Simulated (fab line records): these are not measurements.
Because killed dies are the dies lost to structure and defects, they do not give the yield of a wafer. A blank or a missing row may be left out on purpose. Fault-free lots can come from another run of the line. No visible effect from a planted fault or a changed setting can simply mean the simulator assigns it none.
fab line records -- flow gf180mcu -- part 2 of 2: steps 33 to 42 of 42
record: lots: 5, wafers: 15, last-day: 34
route steps=602 shown HV_LDD@176
lots that met no fault: taken from a fault-free run of the same line
start-h: the number of hours between the record's first day and the start of the first shown wafer of the lot -- wait-h: time in hours since the lot's previous step -- " identical to the entry in the row above -- L1.1+2: several wafers, shown together as one row -- - either no value or no given start -- * or withheld: withheld -- < > ~ a bound
route shown NAME@n: a module of which the file shows steps, and the number in the route of the first -- usual: mean/standard deviation of fault-free wafers -- same: alike in all rows -- chamber/n: place in a boat -- sites: per-site readings -- _std_site: the standard deviation of these -- _edge_site: outer sites' mean less inner sites' -- radius-mm: for every site, how far away it sits from the centre of the wafer -- mask NAME#n: copy n -- behind: the most recent tool/chamber to have shaped the wafer -- hold: why the lot was held/for how many hours/how that ended -- device: the transistor (n, p or np) that didn't switch -- end of line: tests of these same wafers at the route's end -- a step with no rows: only its recipe -- killed: the dies lost at the first sort to structure and to defects; this is not the yield of the wafer -- map: dies across one wafer; x = killed, . = not, _ = none there
set.NAME: the run value of the setting; set.NAME@STEP: its run value at that earlier step -- model.NAME: the simulator's own value behind a step, which no gauge read
lots seen at some steps along the route; tables by step, rows by wafer
services: when a tool's chamber went out of use (start-h, in hours from the record's first day, below 0 if earlier), for how many hours, and the reason
== steps ==
step: GF_HV_LDD_OVL_MEAS_32
usual: HV_LDD_02_OVL: 1.2/1.5
lot.wafer,tool,chamber,start-h,wait-h,HV_LDD_02_OVL[nm]
L076.2,overlay-02,-,265.90,0.1,2.1
L076.3,overlay-02,-,265.90,0.1,-1.5
L076.6,overlay-02,-,265.90,0.1,-0.6
L078.2,overlay-02,-,281.30,0.1,3.2
L078.3,overlay-02,-,281.30,0.1,2.1
L078.4,overlay-02,-,281.30,0.1,1.7
L083.1,overlay-01,-,326.71,0.1,-0.4
L083.4,overlay-01,-,326.71,0.1,3.0
L083.5,overlay-01,-,326.71,0.1,1.9
L089.2,overlay-01,-,371.55,0.1,0.0
L089.3,overlay-01,-,371.55,0.1,-0.2
L089.5,overlay-01,-,371.55,0.1,1.4
L096.1,overlay-02,-,429.19,0.1,-1.2
L096.5,overlay-02,-,429.19,0.1,0.2
L096.6,overlay-02,-,429.19,0.1,0.9
step: GF_HV_LDD_IMPLANT_33
recipe: species: P, energy-kev: 60, dose-cm2: 7.5e+12, tilt-deg: 30, rotation-deg: 0
usual: tilt-deg: 30.000/0.023
lot.wafer,tool,chamber,start-h,wait-h,tilt-deg
L076.2,implanter-01,0,265.96,0.0,30.023
L076.3,implanter-01,0,265.96,0.0,30.016
L076.6,implanter-01,0,265.96,0.0,30.007
L078.2,implanter-03,0,281.36,0.0,29.999
L078.3,implanter-03,0,281.36,0.0,30.004
L078.4,implanter-03,0,281.36,0.0,29.993
L083.1,implanter-04,0,326.75,0.0,30.011
L083.4,implanter-04,0,326.75,0.0,30.020
L083.5,implanter-04,0,326.75,0.0,30.020
L089.2,implanter-03,0,371.61,0.0,29.994
L089.3,implanter-03,0,371.61,0.0,30.006
L089.5,implanter-03,0,371.61,0.0,29.987
L096.1,implanter-04,0,429.23,0.0,30.038
L096.5,implanter-04,0,429.23,0.0,30.015
L096.6,implanter-04,0,429.23,0.0,30.020
step: GF_HV_LDD_IMPLANT_34
recipe: species: P, energy-kev: 60, dose-cm2: 7.5e+12, tilt-deg: 30, rotation-deg: 90
usual: tilt-deg: 30.000/0.021
lot.wafer,tool,chamber,start-h,wait-h,tilt-deg
L076.2,implanter-01,0,266.11,0.1,29.971
L076.3,implanter-01,0,266.11,0.1,29.987
L076.6,implanter-01,0,266.11,0.1,30.004
L078.2,implanter-03,0,281.51,0.1,29.975
L078.3,implanter-03,0,281.51,0.1,29.973
L078.4,implanter-03,0,281.51,0.1,29.948
L083.1,implanter-04,0,326.90,0.1,30.005
L083.4,implanter-04,0,326.90,0.1,29.979
L083.5,implanter-04,0,326.90,0.1,30.001
L089.2,implanter-03,0,371.76,0.1,30.032
L089.3,implanter-03,0,371.76,0.1,30.015
L089.5,implanter-03,0,371.76,0.1,30.009
L096.1,implanter-04,0,429.38,0.1,30.012
L096.5,implanter-04,0,429.38,0.1,29.998
L096.6,implanter-04,0,429.38,0.1,30.033
step: GF_HV_LDD_IMPLANT_35
recipe: species: P, energy-kev: 60, dose-cm2: 7.5e+12, tilt-deg: 30, rotation-deg: 180
usual: tilt-deg: 29.996/0.022
lot.wafer,tool,chamber,start-h,wait-h,tilt-deg
L076.2,implanter-01,0,266.26,0.1,29.988
L076.3,implanter-01,0,266.26,0.1,30.010
L076.6,implanter-01,0,266.26,0.1,30.007
L078.2,implanter-03,0,281.66,0.1,30.005
L078.3,implanter-03,0,281.66,0.1,30.004
L078.4,implanter-03,0,281.66,0.1,29.973
L083.1,implanter-04,0,327.05,0.1,30.021
L083.4,implanter-04,0,327.05,0.1,30.005
L083.5,implanter-04,0,327.05,0.1,30.024
L089.2,implanter-03,0,371.91,0.1,30.011
L089.3,implanter-03,0,371.91,0.1,30.032
L089.5,implanter-03,0,371.91,0.1,30.016
L096.1,implanter-04,0,429.53,0.1,30.039
L096.5,implanter-04,0,429.53,0.1,30.001
L096.6,implanter-04,0,429.53,0.1,30.007
step: GF_HV_LDD_IMPLANT_36
recipe: species: P, energy-kev: 60, dose-cm2: 7.5e+12, tilt-deg: 30, rotation-deg: 270
usual: tilt-deg: 29.999/0.02
lot.wafer,tool,chamber,start-h,wait-h,tilt-deg
L076.2,implanter-01,0,266.41,0.1,29.980
L076.3,implanter-01,0,266.41,0.1,29.985
L076.6,implanter-01,0,266.41,0.1,29.989
L078.2,implanter-03,0,281.81,0.1,29.996
L078.3,implanter-03,0,281.81,0.1,29.967
L078.4,implanter-03,0,281.81,0.1,29.972
L083.1,implanter-04,0,327.20,0.1,30.004
L083.4,implanter-04,0,327.20,0.1,30.005
L083.5,implanter-04,0,327.20,0.1,30.009
L089.2,implanter-03,0,372.06,0.1,29.986
L089.3,implanter-03,0,372.06,0.1,30.013
L089.5,implanter-03,0,372.06,0.1,30.037
L096.1,implanter-04,0,429.68,0.1,29.997
L096.5,implanter-04,0,429.68,0.1,30.040
L096.6,implanter-04,0,429.68,0.1,30.000
step: GF_HV_LDD_STRIP_37
recipe: chemistry: O2/N2, power-w: 1400, pressure-mtorr: 1500, platen-temp-c: 250, o2-flow-sccm: 3000, n2-flow-sccm: 300, overash-fraction: 0.5
usual: drypump-motor-current-A: 5.7/0.49, heater-power-w: 338/48, oes-product-au: 0.716/0.0044, strip-time-to-endpoint-s: 12.64/0.04
lot.wafer,tool,chamber,start-h,wait-h,drypump-motor-current-A,heater-power-w,oes-product-au,rf-hours-counter-h,strip-time-to-endpoint-s
L076.2,plasma-asher-04,1,266.53,0.1,6.0,383,0.718,48,12.68
L076.3,plasma-asher-04,1,266.53,0.1,6.0,388,0.715,-,12.69
L076.6,plasma-asher-04,1,266.53,0.1,6.1,391,0.718,-,12.68
L078.2,plasma-asher-04,0,281.93,0.1,6.0,273,0.720,50,12.62
L078.3,plasma-asher-04,1,281.93,0.1,6.0,386,0.718,-,12.60
L078.4,plasma-asher-04,0,281.93,0.1,5.9,268,0.720,-,12.61
L083.1,plasma-asher-02,0,327.35,0.1,5.3,312,0.714,74,12.63
L083.4,plasma-asher-02,1,327.35,0.1,6.3,415,0.719,-,12.62
L083.5,plasma-asher-02,1,327.35,0.1,6.3,414,0.726,-,12.59
L089.2,plasma-asher-03,0,372.18,0.1,5.7,302,0.721,23,12.63
L089.3,plasma-asher-03,0,372.18,0.1,5.7,299,0.709,-,12.60
L089.5,plasma-asher-03,1,372.18,0.1,4.8,334,0.720,-,12.63
L096.1,plasma-asher-03,0,429.84,0.1,5.7,305,0.722,29,12.71
L096.5,plasma-asher-03,0,429.84,0.1,5.7,311,0.721,-,12.70
L096.6,plasma-asher-03,1,429.84,0.1,4.9,325,0.723,-,12.68
step: GF_HV_LDD_TW_MEAS_38
usual: HV_LDD_3_TW: 1427/15
lot.wafer,tool,chamber,start-h,wait-h,HV_LDD_3_TW
L076.2,film-metro-04,-,266.64,0.1,1419
L076.3,film-metro-04,-,266.64,0.1,1417
L076.6,film-metro-04,-,266.64,0.1,1423
L078.2,film-metro-04,-,282.04,0.1,1412
L078.3,film-metro-04,-,282.04,0.1,1414
L078.4,film-metro-04,-,282.04,0.1,1417
L083.1,film-metro-04,-,327.45,0.1,1425
L083.4,film-metro-04,-,327.45,0.1,1423
L083.5,film-metro-04,-,327.45,0.1,1425
L089.2,film-metro-01,-,372.29,0.1,1454
L089.3,film-metro-01,-,372.29,0.1,1461
L089.5,film-metro-01,-,372.29,0.1,1455
L096.1,film-metro-04,-,429.94,0.1,1432
L096.5,film-metro-04,-,429.94,0.1,1430
L096.6,film-metro-04,-,429.94,0.1,1429
step: GF_HV_LDD_DEHYDRATE_39
recipe: temp-c: 200, time-s: 60
lot.wafer,tool,chamber,start-h,wait-h
L076.2+3+6,litho-track-03,0,275.70,9.0
L078.2+3+4,litho-track-02,0,290.70,8.6
L083.1+4+5,litho-track-03,0,337.43,10.0
L089.2+3+5,litho-track-03,0,382.85,10.5
L096.1+5+6,litho-track-03,0,441.07,11.1
step: GF_HV_LDD_HMDS_40
recipe: prime-time-s: 60, prime-temp-c: 120
usual: prime-temp-c: 120.04/0.14
lot.wafer,tool,chamber,start-h,wait-h,prime-temp-c
L076.2,litho-track-03,0,275.85,0.1,120.14
L076.3,litho-track-03,0,275.85,0.1,119.99
L076.6,litho-track-03,0,275.85,0.1,120.05
L078.2,litho-track-02,0,290.85,0.1,119.98
L078.3,litho-track-02,0,290.85,0.1,120.11
L078.4,litho-track-02,0,290.85,0.1,119.82
L083.1,litho-track-03,0,337.58,0.1,120.08
L083.4,litho-track-03,0,337.58,0.1,120.17
L083.5,litho-track-03,0,337.58,0.1,120.11
L089.2,litho-track-03,0,383.00,0.1,120.25
L089.3,litho-track-03,0,383.00,0.1,120.25
L089.5,litho-track-03,0,383.00,0.1,120.28
L096.1,litho-track-03,0,441.22,0.1,119.90
L096.5,litho-track-03,0,441.22,0.1,119.99
L096.6,litho-track-03,0,441.22,0.1,120.17
step: GF_HV_LDD_COAT_41
recipe: resist: NOVOLAK, spin-rpm: 3000, resist-thk-nm: 1000
lot.wafer,tool,chamber,start-h,wait-h
L076.2+3+6,litho-track-03,0,276.00,0.1
L078.2+3+4,litho-track-02,0,291.00,0.1
L083.1+4+5,litho-track-03,0,337.73,0.1
L089.2+3+5,litho-track-03,0,383.15,0.1
L096.1+5+6,litho-track-03,0,441.37,0.1
== services ==
tool,chamber,start-h,hours,kind
iline-stepper-02,-,202.76,5.9,repair
implanter-01,-,217.37,3.2,pm
iline-stepper-02,-,220.25,1.7,pm
implanter-01,-,239.25,5.1,pm
iline-stepper-02,-,250.93,3.0,repair
iline-stepper-01,0,296.86,-,calibration
plasma-asher-02,-,304.29,7.7,repair
implanter-03,-,317.24,4.3,repair
iline-stepper-02,0,317.28,-,calibration
iline-stepper-01,-,322.40,1.7,pm
plasma-asher-03,-,347.91,2.8,pm
implanter-01,-,358.43,18.4,pm
plasma-asher-03,-,369.06,0.9,repair
implanter-04,-,369.92,4.4,pm
implanter-04,-,378.10,2.3,repair
plasma-asher-03,-,399.25,2.2,repair
plasma-asher-02,-,421.25,9.0,pm
plasma-asher-02,0,421.25,9.0,vent-cycle
plasma-asher-02,1,421.25,9.0,vent-cycle
plasma-asher-02,0,430.25,-,clean
plasma-asher-02,1,430.25,-,clean
implanter-03,-,432.69,4.6,pm
iline-stepper-02,-,438.43,1.7,pm
implanter-03,-,441.21,3.1,repair
